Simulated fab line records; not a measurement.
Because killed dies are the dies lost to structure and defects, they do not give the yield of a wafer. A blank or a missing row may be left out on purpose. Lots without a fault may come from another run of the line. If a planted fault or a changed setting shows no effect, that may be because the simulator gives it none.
A lot that was struck, set against a sound lot    flow sky130    4 steps out of a route of 708
Sound: the wafers L839.1, L839.3, L839.6. Struck: wafers L846.2, L846.4, L846.5. The cause comes at the end.
At each step with rows: each side's tool, then ch and its chambers, then its first start. Under that, the readings that differ: sound wafers    struck wafers    difference of the means    sigmas: that difference in standard deviations of wafers without a fault.
alike: same words and numbers on both sides, and readings whose means sit less than 2 such deviations apart. not compared: any withheld reading, any reading some wafer has no value for, any bound like >300 that may hide the same value, and any number with overlapping values for which the record gives no deviation.
A row with sigmas, a row that says differs or no value, or rows on one side alone: a step with any of these is where the two part. Numbers that have no deviation but don't overlap get no sigmas and don't part them. A reading missing from all wafers of one side parts the sides only when that side holds two or more wafers.

SKY_FIELD_ISO_BOW_MEAS_00:
  sound on film metro-04, day 1 15:00; struck on film metro-02, day 3 02:01
  alike: INCOMING_BOW
SKY_FIELD_ISO_OXIDATION_01: stabilise 600 s, purge 300 s, target thk 12 nm.
  struck on furnace-01, day 3 04:19; sound on furnace-02 ch 0, day 1 15:56
  no value came back on the struck wafers for any of 5 readings (ox temp c (C), ox temp c max and others); on the sound wafers ox temp c (C) reads 900.5 899.8 900.1
then, 1 step without rows for these wafers: SKY_FIELD_ISO_CVD_03 (deposits Si3N4 from DCS/NH3, target thk 165 nm, time 2830 s).
-- here the record skips 45 days between the struck wafers' starts before and after, leaving off in module FIELD_ISO and picking up in module PAD_OPEN (first step shown: number 708 of the route) --
SKY_PAD_OPEN_PROBE_99:
  sound on prober-01, day 46 04:27; struck on prober-01, day 48 08:31
reading                                           sound                          struck                         difference  sigmas
model.etest.pfet_16v.r on ohm um                  1.504e+04 1.495e+04 1.559e+04  1.442e+04 1.481e+04 1.453e+04  -6.067e+02  
model.etest.cap li to poly.c af um2               101.4 100.8 102.4              92.5 94.26 94.93               -7.6        
model.etest.diode ndiff fingers.leak log10 a cm2  -6.462 -6.614 -6.552           -5.74 -6.067 -5.828            +0.66       
model.etest.diode pdiff fingers.leak log10 a cm2  -6.433 -6.486 -6.81            -5.972 -5.767 -5.496           +0.831      
model.etest.sram nfet pass.off log10 a um         -12.74 -12.78 -12.65           -12.13 -12 -11.74              +0.77       
  not compared: model.etest.cap poly to well.c af um2, model.etest.field p.vt v, model.etest.field n.vt v

== WHERE THEY PART ==
Only at SKY_FIELD_ISO_OXIDATION_01, within this record.

WHY: whatever the simulator had introduced
At SKY_FIELD_ISO_OXIDATION_01, the step was skipped entirely on furnace-01 from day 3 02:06 on. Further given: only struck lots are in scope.
